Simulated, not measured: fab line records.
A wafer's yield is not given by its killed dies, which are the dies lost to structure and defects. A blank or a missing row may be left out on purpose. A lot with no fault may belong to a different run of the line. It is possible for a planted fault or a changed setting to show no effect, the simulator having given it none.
A lot that was struck, set against a sound lot / flow sky130 / 43 out of 708 route steps
Sound: wafers L920.2, L920.4, L920.6. Struck: wafers L923.2, L923.4, L923.5. At the end, the cause is stated.
Per side, at each step with rows, come the tool, then ch with its chambers, and then its first start. Under that, the readings that differ: sound wafers / struck wafers / difference of the means / sigmas: that difference in standard deviations of wafers without a fault.
alike: readings whose means differ by less than 2 such deviations, and words and numbers that are the same on both sides. not compared: withheld readings, readings that some wafer has no value for, bounds like >300 that may hide the same value, and numbers for which the record gives no deviation and whose values overlap.
The two part at a step that has a row with sigmas, a row that says differs or no value, or rows on one side only. Numbers that have no deviation but don't overlap get no sigmas and don't part them. A reading that every wafer of one side lacks parts them only if that side has two wafers or more.

first, 6 steps without rows for these wafers: SKY_GATE_OXIDE_HMDS_04 (prime time 60 s); SKY_GATE_OXIDE_COAT_05 (resist thk 1140 nm); SKY_GATE_OXIDE_SOFTBAKE_06 (time 60 s); SKY_GATE_OXIDE_EXPOSE_07 (exposes mask LVOM, target cd 600 nm); SKY_GATE_OXIDE_PEB_08; SKY_GATE_OXIDE_DEVELOP_09 (develop time 60 s).
SKY_GATE_OXIDE_OVL_MEAS_10:
  sound on overlay-02 at day 15 08:27; struck on overlay-02 at day 16 07:45
reading=GATE_OXIDE_OVL (nm); sound=0.3 2.8 0.9; struck=-0.3 -2.0 -2.0; difference=-2.8; sigmas=-2
then, 2 steps without rows for these wafers: SKY_GATE_OXIDE_IMPLANT_11; SKY_GATE_OXIDE_WET_ETCH_12 (etches SiO2 in dHF, target depth 16.8 nm, time 336 s).
SKY_GATE_OXIDE_STRIP_13: strips in O2/N2.
  sound on plasma-asher-04 ch 0,1, day 15 08:44; struck on plasma-asher-04 ch 0,1, day 16 08:02
  alike: drypump-motor-current-A, oes-product-au, strip-time-to-endpoint-s
  not compared: rf-hours-counter-h
SKY_GATE_OXIDE_TW_MEAS_14:
  sound on film-metro-04 at day 15 08:51; struck on film-metro-02 at day 16 08:09
  alike: GATE_OXIDE_TW
then, 1 step without rows for these wafers: SKY_GATE_OXIDE_CLEAN_15 (cleans in SC1/SC2, time 150 s).
SKY_GATE_OXIDE_OXIDATION_16: stabilise 600 s, purge 300 s, target thk 3.57 nm.
  sound on furnace-02 ch 0, day 15 09:20; struck on furnace-02 ch 0, day 16 09:22
then, 1 step without rows for these wafers: SKY_POLY_GATE_CVD_00 (deposits poly-Si, target thk 180 nm, time 720 s).
SKY_POLY_GATE_THK_MEAS_01:
  sound on film-metro-04 at day 15 12:41; struck on film-metro-03 at day 16 12:06
  alike: POLY_GATE_CVD_00_THK
then, 8 steps without rows for these wafers: SKY_RES_PROTECT_DEHYDRATE_00 (time 60 s); SKY_RES_PROTECT_HMDS_01 (prime time 60 s); SKY_RES_PROTECT_COAT_02 (resist thk 1140 nm); SKY_RES_PROTECT_SOFTBAKE_03 (time 60 s); SKY_RES_PROTECT_EXPOSE_04 (exposes mask RPM, target cd 1270 nm); SKY_RES_PROTECT_PEB_05; SKY_RES_PROTECT_DEVELOP_06 (develop time 60 s); SKY_POLY_GATE_IMPLANT_02.
SKY_RES_PROTECT_STRIP_07: strips in O2/N2.
  sound on plasma-asher-02 ch 1, day 16 16:38; struck on plasma-asher-04 ch 0,1, day 17 16:08
reading=strip-time-to-endpoint-s (s); sound=23.32 23.33 23.38; struck=23.23 23.22 23.24; difference=-0.11; sigmas=-3
  alike: drypump-motor-current-A, oes-product-au
  not compared: rf-hours-counter-h
SKY_RES_PROTECT_TW_MEAS_08:
  sound on film-metro-04 at day 16 16:45; struck on film-metro-01 at day 17 16:15
  alike: POLY_GATE_TW
then, 2 steps without rows for these wafers: SKY_RES_PROTECT_CLEAN_09 (cleans in SC1/SC2, time 150 s); SKY_POLY_GATE_CVD_03 (deposits Si3N4 from DCS/NH3, target thk 75 nm, time 1290 s).
SKY_POLY_GATE_THK_MEAS_04:
  sound on film-metro-02 at day 16 18:13; struck on film-metro-04 at day 17 19:22
  alike: POLY_GATE_CVD_03_THK
then, 8 steps without rows for these wafers: SKY_POLY_GATE_DEHYDRATE_05 (time 60 s); SKY_POLY_GATE_HMDS_06 (prime time 60 s); SKY_POLY_GATE_COAT_07 (resist thk 110 nm); SKY_POLY_GATE_COAT_08 (resist thk 450 nm); SKY_POLY_GATE_SOFTBAKE_09 (time 90 s); SKY_POLY_GATE_EXPOSE_10 (exposes mask P1M, target cd 150 nm); SKY_POLY_GATE_PEB_11; SKY_POLY_GATE_DEVELOP_12 (develop time 60 s).
SKY_POLY_GATE_CD_MEAS_13 targets a cd of 150 nm.
  sound on cd-sem-02 at day 17 22:14; struck on cd-sem-02 at day 19 00:47
  alike: cd-nm
SKY_POLY_GATE_OVL_MEAS_14:
  sound on overlay-01 at day 17 22:20; struck on overlay-02 at day 19 00:53
  alike: POLY_GATE_OVL
SKY_POLY_GATE_ETCH_15: etches BARC in N2/H2, stops on SiO2, time 118.5 s, target depth 110 nm.
  sound on rie-diel-02 ch 0,1,3, day 17 22:22; struck on rie-diel-02 ch 0,1, day 19 00:55
  alike: bias-w, drypump-motor-current-A, oes-product-au, throttle-valve-pct
  not compared: rf-hours-counter-h
SKY_POLY_GATE_ETCH_16: etches Si3N4 in CH3F/O2, stops on poly-Si, time 147.5 s, target depth 75 nm.
  sound on rie-diel-02 ch 0,1,3, day 17 22:26; struck on rie-diel-02 ch 0,1, day 19 00:59
  alike: bias-w, drypump-motor-current-A, oes-product-au, throttle-valve-pct
  not compared: rf-hours-counter-h
SKY_POLY_GATE_ETCH_17: etches poly-Si in HBr/Cl2, stops on SiO2, target depth 180 nm, time 70.5 s.
  sound on rie-si-01 ch 0,2,3, day 17 22:32; struck on rie-si-01 ch 2,3, day 19 01:05
  alike: HBr_flow_sccm, bias-w, drypump-motor-current-A, mfc-cl2-sccm, oes-product-au, throttle-valve-pct
  not compared: rf-hours-counter-h
then, 1 step without rows for these wafers: SKY_POLY_GATE_STRIP_18 (strips in O2/N2).
-- a jump in the record: the struck wafers' starts before and after are 29 days apart (it breaks off in module POLY_GATE and resumes in module PAD_OPEN, where the first step shown is number 708 of the route) --
SKY_PAD_OPEN_PROBE_99:
  sound on prober-02 at day 46 20:04; struck on prober-01 at day 47 15:48
reading=model.etest.cap-thin-oxide.gate-log10-a-cm2; sound=-6.991 -6.657 -6.941; struck=-7.734 -7.891 -7.489; difference=-0.842; sigmas=
reading=model.etest.cap-thin-oxide.tox-acc-nm (nm); sound=4.284 4.186 4.276; struck=4.463 4.519 4.426; difference=+0.221; sigmas=
reading=model.etest.pfet_01v8.tox-inv-nm (nm); sound=4.335 4.247 4.351; struck=4.538 4.605 4.457; difference=+0.222; sigmas=
reading=model.etest.nfet_01v8.tox-inv-nm (nm); sound=4.297 4.195 4.299; struck=4.462 4.521 4.434; difference=+0.209; sigmas=
reading=model.etest.nfet_01v8_turned.vt-v (V); sound=0.692 0.6899 0.6955; struck=0.7069 0.7145 0.7004; difference=+0.0148; sigmas=
reading=model.etest.nfet_01v8.vt-v (V); sound=0.6937 0.6896 0.6961; struck=0.7062 0.7126 0.7014; difference=+0.0136; sigmas=
reading=model.etest.nfet_01v8_swapped.vt-v (V); sound=0.6934 0.6903 0.6958; struck=0.7068 0.712 0.7008; difference=+0.0134; sigmas=
reading=model.etest.nfet_01v8.vt-long-v (V); sound=0.541 0.5321 0.5384; struck=0.5479 0.5533 0.5414; difference=+0.0104; sigmas=
  alike: killed_at_M0_to_M3, killed_at_M4_up, killed-at-contacts, killed-at-front-end, killed-at-other, killed-dies, killed-open, killed-short

## WHERE THEY PART
First at SKY_GATE_OXIDE_OVL_MEAS_10; last, within this record, at SKY_RES_PROTECT_STRIP_07. Later steps at which nothing parts them and some readings are alike: SKY_RES_PROTECT_TW_MEAS_08, SKY_POLY_GATE_THK_MEAS_04, SKY_POLY_GATE_CD_MEAS_13, SKY_POLY_GATE_OVL_MEAS_14, SKY_POLY_GATE_ETCH_15, SKY_POLY_GATE_ETCH_16, SKY_POLY_GATE_ETCH_17, SKY_PAD_OPEN_PROBE_99.

WHY: what had been put in by the simulator
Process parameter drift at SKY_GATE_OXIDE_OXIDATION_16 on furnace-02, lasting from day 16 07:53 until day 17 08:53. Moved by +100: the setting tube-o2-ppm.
